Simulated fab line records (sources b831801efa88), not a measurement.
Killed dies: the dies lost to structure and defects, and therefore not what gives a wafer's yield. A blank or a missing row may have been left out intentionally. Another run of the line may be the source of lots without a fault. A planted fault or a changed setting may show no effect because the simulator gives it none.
The same fault as seen by 2 desks    flow gf180mcu    only its own numbers are on each desk; what lay behind them is given at the end

== THE TOOL OWNER'S DESK: pvd-sputter-01 ==
The tool's own readings at GF_TOP_METAL_SPUTTER_00 (material Ti, target thk 37.5 nm, time 150 s): means of the sampled wafers that have a number, for each lot that ran on this tool. If a lot's mean is further than 4 standard deviations from the usual mean, the lot is out of limits and carries the mark OUT (the distance appears in the brackets).
Columns: A = cathode-dc-power-W at GF_TOP_METAL_SPUTTER_00, usual 4000.0 W; B = throttle-valve-pct at GF_TOP_METAL_SPUTTER_00, usual 30.2 %
lot   first seen here  A       B
L223  day 29 08:08     3999.7  30.3
L225  day 30 03:29     3999.7  29.2
L228  day 30 21:31     4000.1  29.6
L231  day 31 11:49     4000.5  29.8
L232  day 31 23:55     3999.8  29.9
This desk's finding: nothing out of limits on any of the 5 lots.

== FROM THE METROLOGY DESK ==
What the gauges read for every lot (on any tool): the sampled wafers with a number, averaged. If a lot's mean is further than 4 standard deviations from the usual mean, the lot is out of limits and carries the mark OUT (the distance appears in the brackets).
Columns: A = M5_OVL at GF_M5_OVL_MEAS_08, usual -3 nm; B = V5_W_THK at GF_V5_THK_MEAS_25, usual 356 nm
lot   first seen here  A    B
L217  day 25 17:16     -6   353
L220  day 27 03:49     -2   362
L222  day 27 22:18     2    359
L221  day 27 23:18     -1   352
L223  day 28 10:36     -1   348
L224  day 28 12:28     -4   354
L225  day 29 06:46     -13  355
L226  day 29 13:58     2    363
L227  day 29 22:01     8    356
L228  day 30 00:00     -5   361
L231  day 30 15:25     -2   352
L232  day 31 04:10     7    356
L239  day 32 09:04     -6   361
This desk's finding: nothing out of limits on any of the 13 lots.

== PUT TOGETHER ==
The tool owner's desk saw nothing out of limits.
Metrology desk: nothing out of limits seen.

== WHAT THE SIMULATOR HAD INSERTED ==
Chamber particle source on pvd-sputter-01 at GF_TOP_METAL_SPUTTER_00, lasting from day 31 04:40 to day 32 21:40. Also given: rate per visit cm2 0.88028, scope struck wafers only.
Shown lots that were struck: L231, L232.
